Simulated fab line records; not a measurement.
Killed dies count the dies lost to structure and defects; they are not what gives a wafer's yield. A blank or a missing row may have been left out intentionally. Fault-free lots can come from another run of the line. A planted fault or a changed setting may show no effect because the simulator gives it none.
Which tool was responsible?	flow sky130	12 lots with 36 wafers sampled at 5 steps, on a route of 708 steps

== WHAT THE GAUGES SHOWED, per wafer ==
SKY_SONOS_ONO_CD_MEAS_13: target cd 410 nm. Usual: cdNm at 410.3 nm, with a standard deviation of 2.2.
lot	measured	on	cdNm (nm)	flag
L387	day 13 10:26	cdSem-01	411.9 413.0 412.0	
L389	day 13 14:28	cdSem-01	408.6 408.5 408.4	
L390	day 14 06:13	cdSem-01	410.6 413.3 411.7	
L391	day 14 08:29	cdSem-01	410.2 408.0 409.3	
L392	day 14 20:37	cdSem-02	411.1 410.2 408.3	
L393	day 14 22:34	cdSem-01	407.5 410.0 407.1	
L394	day 15 03:37	cdSem-01	408.0 408.3 411.1	
L396	day 15 18:58	cdSem-02	411.3 410.3 410.9	
L397	day 16 07:14	cdSem-01	408.2 410.2 409.3	
L400	day 17 12:06	cdSem-01	409.2 408.7 407.7	
L403	day 18 01:37	cdSem-01	408.2 409.0 412.0	
L406	day 19 06:51	cdSem-02	410.0 409.9 410.5	

SKY_POLY_GATE_THK_MEAS_21. Usual: POLY_GATE_OXIDATION_THK 3.99 nm, standard deviation 0.072.
lot	measured	on	POLY_GATE_OXIDATION_THK (nm)	flag
L387	day 17 11:10	filmMetro-02	3.99 4.07 4.03	
L389	day 17 16:05	filmMetro-03	4.01 4.05 3.96	
L390	day 18 07:28	filmMetro-03	4.11 4.15 4.11	
L391	day 18 14:31	filmMetro-02	3.93 4.00 3.96	
L392	day 18 20:41	filmMetro-02	3.98 4.00 3.97	
L393	day 19 00:53	filmMetro-01	3.93 3.90 4.01	
L394	day 19 06:59	filmMetro-03	3.99 3.96 3.95	
L396	day 20 01:34	filmMetro-02	4.07 4.02 4.18	
L397	day 20 10:48	filmMetro-03	3.93 3.98 4.01	
L400	day 21 17:50	filmMetro-02	3.92 3.98 3.97	
L403	day 22 08:38	filmMetro-01	3.93 3.98 3.95	
L406	day 23 11:55	filmMetro-01	3.91 4.06 3.97	

SKY_LDD_P_TW_MEAS_11. Usual: LDD_P_TW 639.7, standard deviation 2.5.
lot	measured	on	LDD_P_TW	flag
L387	day 20 00:19	filmMetro-03	643.1 642.4 639.7	
L389	day 20 06:28	filmMetro-01	641.0 638.9 641.5	
L390	day 20 22:10	filmMetro-04	636.3 639.2 642.3	
L391	day 21 05:49	filmMetro-04	640.9 644.2 644.0	
L392	day 21 10:47	filmMetro-04	639.4 643.5 640.5	
L393	day 21 16:33	filmMetro-03	636.5 636.8 635.8	
L394	day 21 22:04	filmMetro-03	636.4 637.7 635.5	
L396	day 22 15:51	filmMetro-01	640.7 639.2 642.5	
L397	day 23 02:18	filmMetro-03	642.8 642.0 641.6	
L400	day 24 07:50	filmMetro-04	638.2 643.8 640.0	
L403	day 24 22:07	filmMetro-03	663.3 662.0 660.1	OFF
L406	day 26 00:55	filmMetro-04	660.9 664.4 664.4	OFF

== WHICH TOOL RAN EACH LOT (tool, then ch and the chambers of the sampled wafers, then the start) ==
lot	SKY_RES_PROTECT_STRIP_07	SKY_LDD_P_IMPLANT_09
L387	plasmaAsher-01 ch 0,1, day 15 22:49	implanter-01 ch 0, day 20 00:04
L389	plasmaAsher-03 ch 0,1, day 16 04:02	implanter-02 ch 0, day 20 06:14
L390	plasmaAsher-01 ch 0,1, day 16 19:45	implanter-01 ch 0, day 20 21:55
L391	plasmaAsher-01 ch 0,1, day 17 02:49	implanter-03 ch 0, day 21 05:35
L392	plasmaAsher-04 ch 0,1, day 17 10:49	implanter-03 ch 0, day 21 10:34
L393	plasmaAsher-03 ch 0,1, day 17 14:10	implanter-01 ch 0, day 21 16:18
L394	plasmaAsher-01 ch 0,1, day 17 19:27	implanter-01 ch 0, day 21 21:49
L396	plasmaAsher-01 ch 0,1, day 18 14:15	implanter-03 ch 0, day 22 15:36
L397	plasmaAsher-04 ch 0,1, day 19 00:08	implanter-03 ch 0, day 23 02:03
L400	plasmaAsher-04 ch 0,1, day 20 07:34	implanter-03 ch 0, day 24 07:36
L403	plasmaAsher-04 ch 0,1, day 20 22:08	implanter-01 ch 0, day 24 21:53
L406	plasmaAsher-03 ch 0,1, day 22 01:12	implanter-01 ch 0, day 26 00:41
- SKY_RES_PROTECT_STRIP_07: strips in O2/N2.
- SKY_LDD_P_IMPLANT_09

== AS READ BY THE TOOLS THEMSELVES (means over the sampled wafers that have a number; for cases with no such wafer, the mark the record gives instead) ==
SKY_RES_PROTECT_STRIP_07. Usual: drypumpMotorCurrentA 5.70 A, standard deviation 0.17; oesProductAu 0.518 a.u., standard deviation 0.0043; stripTimeToEndpointS 23.32 s, standard deviation 0.039.
lot	tool	drypumpMotorCurrentA (A)	oesProductAu (a.u.)	stripTimeToEndpointS (s)	flag
L387	plasmaAsher-01	5.74	0.521	23.25	
L389	plasmaAsher-03	5.77	0.520	23.32	
L390	plasmaAsher-01	5.75	0.521	23.28	
L391	plasmaAsher-01	5.74	0.519	23.35	
L392	plasmaAsher-04	5.54	0.514	23.25	
L393	plasmaAsher-03	5.77	0.520	23.29	
L394	plasmaAsher-01	5.74	0.516	23.28	
L396	plasmaAsher-01	5.76	0.517	23.29	
L397	plasmaAsher-04	5.53	0.516	23.33	
L400	plasmaAsher-04	5.55	0.519	23.32	
L403	plasmaAsher-04	5.53	0.517	23.38	
L406	plasmaAsher-03	5.86	0.518	23.35	

SKY_LDD_P_IMPLANT_09. Usual: beamEnergyKeV at 25.002, with a standard deviation of 0.0077.
lot	tool	beamEnergyKeV	flag
L387	implanter-01	25.008	
L389	implanter-02	25.008	
L390	implanter-01	25.004	
L391	implanter-03	24.998	
L392	implanter-03	24.997	
L393	implanter-01	24.999	
L394	implanter-01	25.002	
L396	implanter-03	25.009	
L397	implanter-03	24.988	
L400	implanter-03	24.999	
L403	implanter-01	28.667	OFF
L406	implanter-01	28.663	OFF

== THE ANSWER, worked out from the rows above alone ==
Rule: a lot is off if the mean of its wafers that have a number lies more than 3 standard deviations from the usual mean. A lot without any number at a reading at which 4 lots or more have one is off too. Any other lot the step has rows for is counted as sound. Order of review: gauges by route order, followed by the tools' own readings, for which a lot's mean as printed above is used. At the first step where some lot is off, the reading lying furthest off is the one used; lots without a number count as furthest.
Off: L403, L406, at SKY_LDD_P_TW_MEAS_11 (LDD_P_TW).
If a tool, at a process step before that reading, ran all the lots that are off and no sound lot after the first of them, it fits. Not tried: the gauges at SKY_LDD_P_TW_MEAS_11; whatever is off there is also off at SKY_LDD_P_IMPLANT_09, on other tools, and gauge error can't account for it. One candidate fits, namely implanter-01 at SKY_LDD_P_IMPLANT_09. A fault onset in the window from L394 (day 21 21:49, its last sound lot) to L403 (day 24 21:53, its first lot off) fits.
On the lots that are off, the tool's own readings at SKY_LDD_P_IMPLANT_09 differ by more than 5 times the standard deviation of the sound lots' means, which bears it out; beamEnergyKeV reads 28.665 there versus 25.001 on the sound lots.

== WHAT WAS PUT IN BY THE SIMULATOR ==
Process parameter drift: implanter-01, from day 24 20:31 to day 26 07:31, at SKY_LDD_P_IMPLANT_09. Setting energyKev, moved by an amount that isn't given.
Lots struck among those shown: L403, L406. The rule above reached the same finding.
